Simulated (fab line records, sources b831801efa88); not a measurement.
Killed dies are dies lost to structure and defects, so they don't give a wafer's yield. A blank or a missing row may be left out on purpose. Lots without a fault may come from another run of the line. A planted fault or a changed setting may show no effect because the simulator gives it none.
Which tool did it? | flow sky130 | 10 lots, 29 wafers sampled, at 1 step of a route of 708

WHAT THE GAUGES READ, wafer by wafer
SKY_SD_P_OVL_MEAS_08. Usual: SD_P_OVL 1.5 nm, standard deviation 1.3.
lot  | measured     | on         | SD_P_OVL (nm) | flag
L229 | day 25 22:34 | overlay-02 | 2.3 0.4 -0.3  |
L232 | day 26 12:00 | overlay-01 | 2.2 2.0 1.7   |
L237 | day 28 02:49 | overlay-02 | 0.5 -2.3      |
L243 | day 30 17:54 | overlay-02 | 1.4 2.8 2.8   |
L245 | day 31 05:02 | overlay-02 | 3.4 2.2 2.8   |
L247 | day 31 17:41 | overlay-02 | 3.6 3.7 4.1   |
L248 | day 31 23:22 | overlay-01 | 0.8 -2.2 -0.7 |
L249 | day 32 01:26 | overlay-02 | 1.0 -0.8 1.5  |
L250 | day 32 16:13 | overlay-02 | -0.9 1.3 0.5  |
L252 | day 33 01:27 | overlay-01 | 0.0 1.6 0.3   |

WHICH TOOL RAN EACH LOT (tool, then ch and the chambers of the sampled wafers, then the start)
The record holds no process step before these readings.

WHAT THE TOOLS THEMSELVES READ (means of the sampled wafers that have a number; where no wafer has one, the mark that the record gives instead)
The record holds no such reading with a usual standard deviation.

THE ANSWER, worked out from the rows above alone
Rule: a lot is off if the mean of its wafers that have a number lies more than 3 standard deviations from the usual mean. A lot without any number at a reading at which 4 lots or more have one is off too. The other lots that the step has rows for count as sound. The gauges are gone through in route order, then the tools' own readings, and for those a lot's mean is taken as printed above. The first step at which some lot is off is used, and at that step the reading that is off furthest; a lot without a number counts as furthest.
No lot is off at any reading shown: from this, nothing can be told.

WHAT THE SIMULATOR HAD PUT IN
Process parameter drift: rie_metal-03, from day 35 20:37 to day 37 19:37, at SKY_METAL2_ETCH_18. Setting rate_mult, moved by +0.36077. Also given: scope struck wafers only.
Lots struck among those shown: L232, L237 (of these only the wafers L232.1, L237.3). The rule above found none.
